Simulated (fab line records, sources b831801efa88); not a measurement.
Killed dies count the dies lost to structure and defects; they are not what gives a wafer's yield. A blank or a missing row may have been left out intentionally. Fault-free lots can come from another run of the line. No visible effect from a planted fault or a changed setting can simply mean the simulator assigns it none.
fab line records    flow gf180mcu    part 2 of 2: steps 29 to 38 of 38
record lots=5  wafers=15  lastDay=34
route steps=602 shown HV_LDD@231 NSD@235 PSD@248 SAB@264
lots untouched by any fault: they come from a run of this same line in which no faults occurred
startH: hours from the record's first day to the start of the lot's first wafer shown    waitH: hours since the lot's step before    " identical to the entry in the row above    L1.1+2: one row covering several wafers at once    - no value, or no start given    * or withheld: withheld    < > ~ a bound
route shown NAME@n: names a module that has steps shown in the file, with the first one's number in the route    usual: the fault-free wafers' mean and standard deviation    same: alike in all rows    chamber/n: place in a boat    sites: readings site by site    _std_site: standard deviation of those values    _edge_site: the outer-site mean with the inner-site mean subtracted    radiusMm: for every site, how far away it sits from the centre of the wafer    mask NAME#n: copy n    behind: the last tool/chamber to shape the wafer    hold: reason for holding the lot/hours on hold/outcome of the hold    device: transistor that didn't switch, given as n, p or np    end of line: the tests these same wafers got at the end of their route    a step given without rows: its recipe and nothing more    killed: the dies lost at the first sort to structure and to defects; this is not the yield of the wafer    map: a wafer's dies, marking killed ones x, the rest . and places with no die _
set.NAME: setting as actually run; set.NAME@STEP: the setting as run at that earlier step    model.NAME: the simulator's own value behind a step, which no gauge read
a table for each step, a row for each wafer; lots at some steps of the route
services: the hour from which a tool's chamber was out of use, counted from the record's first day as startH (under 0 if before that day), plus the number of hours and why
## steps
# step GF_PSD_TW_MEAS_11
# usual PSD_TW=3160/20
lot.wafer  tool          chamber  startH  waitH  PSD_TW
L079.2     filmMetro-01  -        363.70  0.1    3130
L079.3     "             -        "       "      3126
L079.6     "             -        "       "      3134
L083.1     filmMetro-04  -        394.25  0.1    3141
L083.4     "             -        "       "      3131
L083.6     "             -        "       "      3138
L086.3     filmMetro-01  -        424.27  0.1    3152
L086.4     "             -        "       "      3141
L086.5     "             -        "       "      3156
L093.1     filmMetro-04  -        484.79  0.1    3157
L093.5     "             -        "       "      3134
L093.6     "             -        "       "      3132
L094.1     filmMetro-04  -        490.40  0.1    3148
L094.3     "             -        "       "      3145
L094.6     "             -        "       "      3136
# step GF_PSD_CLEAN_12
# recipe chemistry=SC1/SC2  mix=1:4:20  tempC=70  timeS=150  dry=n2Spin
lot.wafer   tool         chamber  startH  waitH
L079.2+3+6  wetBench-01  3        363.75  0.0
L083.1+4+6  wetBench-02  2        394.31  0.1
L086.3+4+5  wetBench-02  1        424.31  0.0
L093.1+5+6  wetBench-03  1        484.85  0.1
L094.1+3+6  wetBench-01  3        490.46  0.1
# step GF_PSD_RTA_13
# recipe tempC=1025  timeS=20  ambient=N2
# usual lampPowerPct=32/3.6  wafer_temp_C_max=1029.8/1.1
lot.wafer  tool          chamber  startH  waitH  lampPowerPct  wafer_temp_C_max
L079.2     rtpAnneal-02  0        363.84  0.0    35            1030.0
L079.3     "             0        "       "      35            1028.2
L079.6     "             0        "       "      35            1028.9
L083.1     rtpAnneal-01  0        394.36  0.0    28            1030.0
L083.4     "             0        "       "      28            1030.5
L083.6     "             0        "       "      28            1031.4
L086.3     rtpAnneal-02  0        424.45  0.0    35            1029.5
L086.4     "             0        "       "      35            1028.4
L086.5     "             0        "       "      35            1028.1
L093.1     rtpAnneal-01  0        484.96  0.0    28            1031.3
L093.5     "             0        "       "      28            1030.5
L093.6     "             0        "       "      28            1032.2
L094.1     rtpAnneal-02  0        490.51  0.0    35            1029.9
L094.3     "             0        "       "      35            1029.2
L094.6     "             0        "       "      35            1029.6
# step GF_PSD_RS_MEAS_14
# recipe thkMeasGauge=four-point-probe
# usual NSD_RS=46.14/0.093
lot.wafer  tool          chamber  startH  waitH  NSD_RS[ohm/sq]
L079.2     filmMetro-04  -        363.99  0.1    46.14
L079.3     "             -        "       "      46.17
L079.6     "             -        "       "      46.10
L083.1     filmMetro-01  -        394.44  0.1    46.19
L083.4     "             -        "       "      46.32
L083.6     "             -        "       "      46.17
L086.3     filmMetro-04  -        424.54  0.1    46.24
L086.4     "             -        "       "      46.25
L086.5     "             -        "       "      46.14
L093.1     filmMetro-04  -        485.04  0.1    46.31
L093.5     "             -        "       "      46.22
L093.6     "             -        "       "      46.15
L094.1     filmMetro-01  -        490.60  0.1    46.20
L094.3     "             -        "       "      46.22
L094.6     "             -        "       "      46.20
# step GF_PSD_RS_MEAS_15
# recipe thkMeasGauge=four-point-probe
# usual PSD_RS=108.56/0.28
lot.wafer  tool          chamber  startH  waitH  PSD_RS[ohm/sq]
L079.2     filmMetro-04  -        364.11  0.1    108.87
L079.3     "             -        "       "      108.94
L079.6     "             -        "       "      108.71
L083.1     filmMetro-01  -        394.56  0.1    108.91
L083.4     "             -        "       "      108.78
L083.6     "             -        "       "      108.76
L086.3     filmMetro-04  -        424.66  0.1    108.99
L086.4     "             -        "       "      108.91
L086.5     "             -        "       "      108.88
L093.1     filmMetro-04  -        485.16  0.1    109.05
L093.5     "             -        "       "      108.58
L093.6     "             -        "       "      108.75
L094.1     filmMetro-01  -        490.72  0.1    108.87
L094.3     "             -        "       "      108.79
L094.6     "             -        "       "      108.69
# step GF_SAB_CVD_00
# recipe material=SiO2  targetThkNm=50  precursor=TEOS  tempC=400  timeS=4.9302  rfW=600
# usual heaterPowerW=637/88
lot.wafer  tool      chamber  startH  waitH  heaterPowerW
L079.2     pecvd-04  0        364.21  0.1    571
L079.3     "         1        "       "      647
L079.6     "         1        "       "      675
L083.1     pecvd-04  2        394.68  0.1    716
L083.4     "         2        "       "      723
L083.6     "         0        "       "      544
L086.3     pecvd-03  2        424.74  0.1    632
L086.4     "         0        "       "      702
L086.5     "         1        "       "      584
L093.1     pecvd-03  1        485.28  0.1    576
L093.5     "         1        "       "      593
L093.6     "         0        "       "      747
L094.1     pecvd-01  1        490.84  0.1    622
L094.3     "         0        "       "      657
L094.6     "         2        "       "      555
# step GF_SAB_THK_MEAS_01
# recipe reads=SiO2_of_SAB_CVD_00
# usual SAB_CVD_00_THK=50.3/0.76
lot.wafer  tool          chamber  startH  waitH  SAB_CVD_00_THK[nm]
L079.2     filmMetro-03  -        364.24  0.0    49.7
L079.3     "             -        "       "      50.3
L079.6     "             -        "       "      50.0
L083.1     filmMetro-03  -        394.70  0.0    50.1
L083.4     "             -        "       "      50.4
L083.6     "             -        "       "      51.3
L086.3     filmMetro-02  -        424.78  0.0    51.8
L086.4     "             -        "       "      50.6
L086.5     "             -        "       "      50.8
L093.1     filmMetro-02  -        485.30  0.0    49.2
L093.5     "             -        "       "      49.4
L093.6     "             -        "       "      50.2
L094.1     filmMetro-03  -        490.86  0.0    48.3
L094.3     "             -        "       "      48.6
L094.6     "             -        "       "      51.7
# step GF_SAB_DEHYDRATE_02
# recipe tempC=200  timeS=60
# usual chillPlateTempC=23.00/0.11
lot.wafer  tool           chamber  startH  waitH  chillPlateTempC
L079.2     lithoTrack-03  0        374.52  10.3   23.14
L079.3     "              0        "       "      22.93
L079.6     "              0        "       "      23.02
L083.1     lithoTrack-01  0        406.14  11.4   23.02
L083.4     "              0        "       "      22.93
L083.6     "              0        "       "      23.01
L086.3     lithoTrack-03  0        436.14  11.3   22.98
L086.4     "              0        "       "      22.99
L086.5     "              0        "       "      22.96
L093.1     lithoTrack-01  0        496.28  11.0   23.06
L093.5     "              0        "       "      23.02
L093.6     "              0        "       "      22.81
L094.1     lithoTrack-01  0        502.03  11.2   23.00
L094.3     "              0        "       "      22.97
L094.6     "              0        "       "      23.06
# step GF_SAB_HMDS_03
# recipe primeTimeS=60  primeTempC=120
# usual chillPlateTempC=22.99/0.11
# same primeTimeS=60
lot.wafer  tool           chamber  startH  waitH  chillPlateTempC
L079.2     lithoTrack-03  0        374.67  0.1    23.03
L079.3     "              0        "       "      22.85
L079.6     "              0        "       "      22.83
L083.1     lithoTrack-01  0        406.29  0.1    22.76
L083.4     "              0        "       "      22.96
L083.6     "              0        "       "      22.87
L086.3     lithoTrack-03  0        436.29  0.1    22.98
L086.4     "              0        "       "      22.97
L086.5     "              0        "       "      22.93
L093.1     lithoTrack-01  0        496.43  0.1    23.25
L093.5     "              0        "       "      23.07
L093.6     "              0        "       "      23.07
L094.1     lithoTrack-01  0        502.18  0.1    22.98
L094.3     "              0        "       "      22.91
L094.6     "              0        "       "      22.94
# step GF_SAB_COAT_04
# recipe resist=NOVOLAK  spinRpm=3000  resistThkNm=1000
# usual chillPlateTempC=23.01/0.1
lot.wafer  tool           chamber  startH  waitH  chillPlateTempC
L079.2     lithoTrack-03  0        374.82  0.1    23.08
L079.3     "              0        "       "      23.11
L079.6     "              0        "       "      23.12
L083.1     lithoTrack-01  0        406.44  0.1    23.13
L083.4     "              0        "       "      23.03
L083.6     "              0        "       "      23.07
L086.3     lithoTrack-03  0        436.44  0.1    23.06
L086.4     "              0        "       "      23.12
L086.5     "              0        "       "      23.15
L093.1     lithoTrack-01  0        496.58  0.1    22.87
L093.5     "              0        "       "      23.04
L093.6     "              0        "       "      23.17
L094.1     lithoTrack-01  0        502.33  0.1    22.94
L094.3     "              0        "       "      22.97
L094.6     "              0        "       "      23.15
## services
tool             chamber  startH  hours  kind
ilineStepper-02  -        294.86  2.4    repair
wetBench-02      -        294.91  4.3    repair
plasmaAsher-01   -        304.10  3.2    repair
ilineStepper-01  -        313.72  1.0    repair
rieDiel-02       0        315.82  6.9    repair
implanter-02     -        325.13  3.7    repair
rieDiel-02       -        334.54  0.9    repair
ilineStepper-02  -        339.81  7.3    repair
implanter-03     -        345.41  1.9    repair
implanter-02     -        350.07  3.3    pm
rieDiel-02       2        361.38  11.7   repair
implanter-03     -        364.15  6.1    pm
ilineStepper-02  -        372.68  4.6    repair
ilineStepper-01  -        380.80  4.4    pm
lpcvd-01         -        392.17  0.8    repair
rieDiel-02       -        393.54  0.2    repair
implanter-03     -        407.66  3.5    repair
ilineStepper-01  -        415.91  2.1    pm
implanter-02     -        418.32  4.6    pm
rtpAnneal-02     -        458.36  3.5    pm
rieDiel-02       3        466.24  12.2   repair
implanter-02     -        466.87  1.3    repair
ilineStepper-02  -        472.11  8.1    repair
lpcvd-01         -        488.59  6.0    pm
